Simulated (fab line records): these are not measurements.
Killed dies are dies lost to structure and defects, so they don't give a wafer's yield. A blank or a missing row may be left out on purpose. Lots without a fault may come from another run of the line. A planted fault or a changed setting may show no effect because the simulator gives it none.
fab line records | flow gf180mcu | part 2 of 2: steps 30 to 43 of 43
record: lots: 5 wafers: 15 last-day: 34
route steps=602 shown STI@4 DNWELL@32 NWELL@42
lots that met no fault: from a run of the same line without faults
start-h: hours from the record's opening day to when the first of the lot's shown wafers began | wait-h: hours since the lot's step before | " same as the row above | L1.1+2: one row covering several wafers at once | - value missing, or start not given | * or withheld: withheld | < > ~ a bound
route shown NAME@n: NAME is a module with steps in the file, n the number in the route of the first one | usual: average and standard deviation across the fault-free wafers | same: alike in all rows | chamber/n: place in a boat | sites: readings site by site | _std_site: the standard deviation of these | _edge_site: inner sites' mean taken away from outer sites' mean | radius-mm: how far each site lies from the wafer's centre | mask NAME#n: copy n | behind: tool/chamber where the wafer was last shaped | hold: what put the lot on hold/how long, in hours/how the hold closed | device: names the non-switching transistor (n, p or np) | end of line: the tests these same wafers got at the end of their route | for a step that has no rows: nothing shown but its recipe | killed: count of dies lost to structure and defects at first sort (not the wafer's yield) | map: shows each die of a wafer: x if killed, . if not, _ if none is there
set.NAME: the run value of the setting; set.NAME@STEP: its run value at that earlier step | model.NAME: the simulator's own value behind a step, which no gauge read
lots seen at some steps along the route; tables by step, rows by wafer
services: from which hour (start-h, from the record's first day; less than 0 if before it) a tool's chamber was out of use, for how many hours, and why
== steps ==
step: GF_DNWELL_HMDS_01
recipe: prime-time-s: 60 prime-temp-c: 120
columns lot.wafer tool chamber start-h wait-h
L076.1+3+5 litho-track-02 0 46.97 0.1
L080.1+3+6 litho-track-03 0 68.13 0.1
L084.2+3+4 litho-track-02 0 89.04 0.1
L094.3+4+6 litho-track-01 0 140.47 0.1
L096.3+5+6 litho-track-01 0 151.42 0.1
step: GF_DNWELL_COAT_02
recipe: spin-rpm: 2000 resist-thk-nm: 3000
usual: spin-speed-rpm: 1999.9/1.1
columns lot.wafer tool chamber start-h wait-h spin-speed-rpm
L076.1 litho-track-02 0 47.12 0.1 1999.5
L076.3 " 0 " " 1999.3
L076.5 " 0 " " 1998.8
L080.1 litho-track-03 0 68.28 0.1 2000.9
L080.3 " 0 " " 1998.4
L080.6 " 0 " " 2000.5
L084.2 litho-track-02 0 89.19 0.1 1999.1
L084.3 " 0 " " 1999.9
L084.4 " 0 " " 1999.6
L094.3 litho-track-01 0 140.62 0.1 1998.1
L094.4 " 0 " " 1998.2
L094.6 " 0 " " 1999.0
L096.3 litho-track-01 0 151.57 0.1 2000.2
L096.5 " 0 " " 1999.6
L096.6 " 0 " " 2000.0
step: GF_DNWELL_SOFTBAKE_03
recipe: temp-c: 110 time-s: withheld
columns lot.wafer tool chamber start-h wait-h
L076.1+3+5 litho-track-02 0 47.27 0.1
L080.1+3+6 litho-track-03 0 68.43 0.1
L084.2+3+4 litho-track-02 0 89.35 0.1
L094.3+4+6 litho-track-01 0 140.79 0.1
L096.3+5+6 litho-track-01 0 151.74 0.1
step: GF_DNWELL_EXPOSE_04
recipe: mask-id: DNWELL target-cd-nm: 1700 na: 0.6 source-shape: conventional sigma-outer: 0.6 dose-mj: 260
same: na: 0.6
columns lot.wafer tool chamber start-h wait-h mask
L076.1+3+5 iline-stepper-02 0 - - DNWELL#0
L080.1+3+6 iline-stepper-02 0 - - DNWELL#0
L084.2+3+4 iline-stepper-02 0 - - DNWELL#0
L094.3+4+6 iline-stepper-01 0 - - DNWELL#0
L096.3+5+6 iline-stepper-02 0 - - DNWELL#0
step: GF_DNWELL_PEB_05
recipe: temp-c: 115 time-s: withheld
columns lot.wafer tool chamber start-h wait-h
L076.1+3+5 litho-track-03 0 - -
L080.1+3+6 litho-track-03 0 - -
L084.2+3+4 litho-track-02 0 - -
L094.3+4+6 litho-track-03 0 - -
L096.3+5+6 litho-track-01 0 - -
step: GF_DNWELL_DEVELOP_06
recipe: wall-angle-deg: 90 develop-time-s: 60 dev-temp-c: 23
columns lot.wafer tool chamber start-h wait-h
L076.1+3+5 litho-track-03 0 - -
L080.1+3+6 litho-track-03 0 - -
L084.2+3+4 litho-track-02 0 - -
L094.3+4+6 litho-track-03 0 - -
L096.3+5+6 litho-track-01 0 - -
step: GF_DNWELL_IMPLANT_07
recipe: species: P energy-kev: 1500 dose-cm2: 1e+13 tilt-deg: 0
columns lot.wafer tool chamber start-h wait-h
L076.1+3+5 implanter-03 0 53.18 -
L080.1+3+6 implanter-01 0 75.28 -
L084.2+3+4 implanter-03 0 96.49 -
L094.3+4+6 implanter-02 0 148.58 -
L096.3+5+6 implanter-01 0 159.17 -
step: GF_DNWELL_STRIP_08
recipe: chemistry: O2/N2 power-w: 1400 pressure-mtorr: 1500 platen-temp-c: 250 o2-flow-sccm: 3000 n2-flow-sccm: 300 overash-fraction: 0.5
usual: drypump-motor-current-A: 5.6/0.34 heater-power-w: 336/49 oes-product-au: 0.722/0.0039 strip-time-to-endpoint-s: 37.02/0.1
columns lot.wafer tool chamber start-h wait-h drypump-motor-current-A heater-power-w oes-product-au rf-hours-counter-h strip-time-to-endpoint-s
L076.1 plasma-asher-02 1 53.33 0.1 5.8 338 0.724 42 36.91
L076.3 " 1 " " 5.8 348 0.724 - 36.95
L076.5 " 1 " " 5.8 343 0.724 - 36.90
L080.1 plasma-asher-01 1 75.43 0.1 6.1 289 0.716 43 36.96
L080.3 " 0 " " 5.9 337 0.724 - 37.06
L080.6 " 1 " " 6.1 294 0.719 - 37.03
L084.2 plasma-asher-03 1 96.62 0.1 5.4 332 0.716 43 37.16
L084.3 " 0 " " 5.0 441 0.723 - 37.20
L084.4 " 1 " " 5.4 329 0.723 - 37.14
L094.3 plasma-asher-02 1 148.71 0.1 5.8 341 0.722 - 37.07
L094.4 " 0 " " 5.6 279 0.726 - 37.12
L094.6 " 1 " " 5.8 336 0.716 - 37.09
L096.3 plasma-asher-03 0 159.31 0.1 5.0 444 0.723 - 37.12
L096.5 " 1 " " 5.4 326 0.731 - 37.09
L096.6 " 0 " " 5.0 431 0.729 - 37.17
step: GF_DNWELL_TW_MEAS_09
usual: DNWELL_TW: 1350/10
columns lot.wafer tool chamber start-h wait-h DNWELL_TW
L076.1 film-metro-03 - 53.43 0.1 1349
L076.3 " - " " 1346
L076.5 " - " " 1346
L080.1 film-metro-03 - 75.53 0.1 1343
L080.3 " - " " 1345
L080.6 " - " " 1343
L084.2 film-metro-02 - 96.73 0.1 1368
L084.3 " - " " 1368
L084.4 " - " " 1362
L094.3 film-metro-03 - 148.80 0.1 1352
L094.4 " - " " 1354
L094.6 " - " " 1349
L096.3 film-metro-04 - 159.39 0.1 1347
L096.5 " - " " 1348
L096.6 " - " " 1343
step: GF_NWELL_DEHYDRATE_00
recipe: temp-c: 200 time-s: 60
columns lot.wafer tool chamber start-h wait-h
L076.1+3+5 litho-track-02 0 59.07 5.6
L080.1+3+6 litho-track-04 0 81.07 5.5
L084.2+3+4 litho-track-04 0 103.00 6.3
L094.3+4+6 litho-track-02 0 155.57 6.8
L096.3+5+6 litho-track-04 0 167.27 7.9
step: GF_NWELL_HMDS_01
recipe: prime-time-s: 60 prime-temp-c: 120
columns lot.wafer tool chamber start-h wait-h
L076.1+3+5 litho-track-02 0 59.22 0.1
L080.1+3+6 litho-track-04 0 81.22 0.1
L084.2+3+4 litho-track-04 0 103.15 0.1
L094.3+4+6 litho-track-02 0 155.72 0.1
L096.3+5+6 litho-track-04 0 167.42 0.1
step: GF_NWELL_COAT_02
recipe: spin-rpm: 2000 resist-thk-nm: 3000
usual: spin-speed-rpm: 2000.2/1.4
columns lot.wafer tool chamber start-h wait-h spin-speed-rpm
L076.1 litho-track-02 0 59.37 0.1 2001.4
L076.3 " 0 " " 2002.1
L076.5 " 0 " " 1999.9
L080.1 litho-track-04 0 81.37 0.1 1999.8
L080.3 " 0 " " 2004.5
L080.6 " 0 " " 2001.1
L084.2 litho-track-04 0 103.30 0.1 1998.5
L084.3 " 0 " " 1997.2
L084.4 " 0 " " 1999.3
L094.3 litho-track-02 0 155.87 0.1 2000.4
L094.4 " 0 " " 2001.9
L094.6 " 0 " " 2002.0
L096.3 litho-track-04 0 167.57 0.1 1996.7
L096.5 " 0 " " 1999.0
L096.6 " 0 " " 1997.5
step: GF_NWELL_SOFTBAKE_03
recipe: temp-c: 110 time-s: withheld
columns lot.wafer tool chamber start-h wait-h
L076.1+3+5 litho-track-02 0 59.52 0.1
L080.1+3+6 litho-track-04 0 81.52 0.1
L084.2+3+4 litho-track-04 0 103.46 0.1
L094.3+4+6 litho-track-02 0 156.03 0.1
L096.3+5+6 litho-track-04 0 167.74 0.1
step: GF_NWELL_EXPOSE_04
recipe: mask-id: Nwell target-cd-nm: 860 na: 0.6 source-shape: conventional sigma-outer: 0.6 dose-mj: 260
same: na: 0.6
columns lot.wafer tool chamber start-h wait-h mask
L076.1+3+5 iline-stepper-01 0 - - Nwell#0
L080.1+3+6 iline-stepper-02 0 - - Nwell#0
L084.2+3+4 iline-stepper-01 0 - - Nwell#0
L094.3+4+6 iline-stepper-02 0 - - Nwell#0
L096.3+5+6 iline-stepper-01 0 - - Nwell#0
== services ==
columns tool chamber start-h hours kind
furnace-02 - 8.38 2.7 pm
cmp-01 - 14.15 0.4 repair
cmp-01 - 24.27 5.6 pm
furnace-01 - 30.34 3.5 pm
krf-scanner-02 - 34.78 1.0 pm
hdpcvd-01 1 47.99 4.1 repair
iline-stepper-01 - 50.67 1.7 pm
cmp-01 - 64.04 4.0 pm
furnace-01 - 72.33 2.5 pm
plasma-asher-03 - 73.00 2.8 pm
cmp-01 - 92.74 1.9 repair
cmp-01 - 96.95 3.6 repair
cmp-01 - 98.14 1.2 repair
plasma-asher-03 - 108.75 9.0 pm
rie-si-02 - 110.17 0.1 repair
krf-scanner-02 - 116.36 0.3 repair
rie-si-02 - 121.41 2.8 pm
cmp-01 - 127.87 1.1 repair
krf-scanner-02 - 131.52 0.5 repair
krf-scanner-02 - 134.84 0.8 pm
iline-stepper-01 - 147.49 11.0 repair
wet-bench-03 - 149.63 1.9 pm
iline-stepper-02 - 159.84 8.9 pm
krf-scanner-02 - 167.29 1.3 pm
